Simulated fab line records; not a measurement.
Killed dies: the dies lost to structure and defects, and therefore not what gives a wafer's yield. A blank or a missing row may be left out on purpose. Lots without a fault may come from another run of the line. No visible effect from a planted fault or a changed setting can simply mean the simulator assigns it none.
What tool caused it? :: flow sky130 :: at 1 step of a route of 708, 11 lots with 33 wafers sampled

== WHAT EACH GAUGE READ, for each wafer ==
SKY_METAL2_OVL_MEAS_16. Usual: METAL2_OVL gives -2 nm (standard deviation 6.1).
lot: L943
measured: day 36 00:32
on: overlay-01
METAL2_OVL (nm): -3 1 -5
flag: 

lot: L947
measured: day 37 16:15
on: overlay-01
METAL2_OVL (nm): -6 -14 5
flag: 

lot: L948
measured: day 37 19:52
on: overlay-02
METAL2_OVL (nm): -7 -8 5
flag: 

lot: L950
measured: day 38 03:15
on: overlay-01
METAL2_OVL (nm): -1 -1 6
flag: 

lot: L951
measured: day 38 20:06
on: overlay-02
METAL2_OVL (nm): -5 -1 1
flag: 

lot: L953
measured: day 39 04:45
on: overlay-02
METAL2_OVL (nm): -7 -9 0
flag: 

lot: L954
measured: day 39 13:14
on: overlay-02
METAL2_OVL (nm): -3 -7 -12
flag: 

lot: L959
measured: day 40 22:10
on: overlay-02
METAL2_OVL (nm): -7 -6 -6
flag: 

lot: L960
measured: day 41 00:56
on: overlay-02
METAL2_OVL (nm): 0 1 -10
flag: 

lot: L963
measured: day 42 01:39
on: overlay-01
METAL2_OVL (nm): 4 -1 2
flag: 

lot: L966
measured: day 42 22:03
on: overlay-02
METAL2_OVL (nm): -1 -3 -2
flag: 

== WHICH TOOL RAN EACH LOT (tool, then ch and the chambers of the sampled wafers, then the start) ==
The record holds no process step before these readings.

== WHAT THE TOOLS THEMSELVES READ (means of the sampled wafers that have a number; where no wafer has one, the mark that the record gives instead) ==
The record holds no such reading with a usual standard deviation.

== THE ANSWER, worked out from the rows above alone ==
Rule: a lot is off if the mean of its wafers that have a number lies more than 3 standard deviations from the usual mean. Also off: a lot with no number at a reading for which 4 or more lots have one. The other lots that the step has rows for count as sound. After the gauges, taken in route order, come the tools' own readings; for these a lot's mean is taken, as printed above. At the first step where some lot is off, the reading lying furthest off is the one used; lots without a number count as furthest.
No lot is off at any reading shown: from this, nothing can be told.

== WHAT HAD BEEN PUT IN BY THE SIMULATOR ==
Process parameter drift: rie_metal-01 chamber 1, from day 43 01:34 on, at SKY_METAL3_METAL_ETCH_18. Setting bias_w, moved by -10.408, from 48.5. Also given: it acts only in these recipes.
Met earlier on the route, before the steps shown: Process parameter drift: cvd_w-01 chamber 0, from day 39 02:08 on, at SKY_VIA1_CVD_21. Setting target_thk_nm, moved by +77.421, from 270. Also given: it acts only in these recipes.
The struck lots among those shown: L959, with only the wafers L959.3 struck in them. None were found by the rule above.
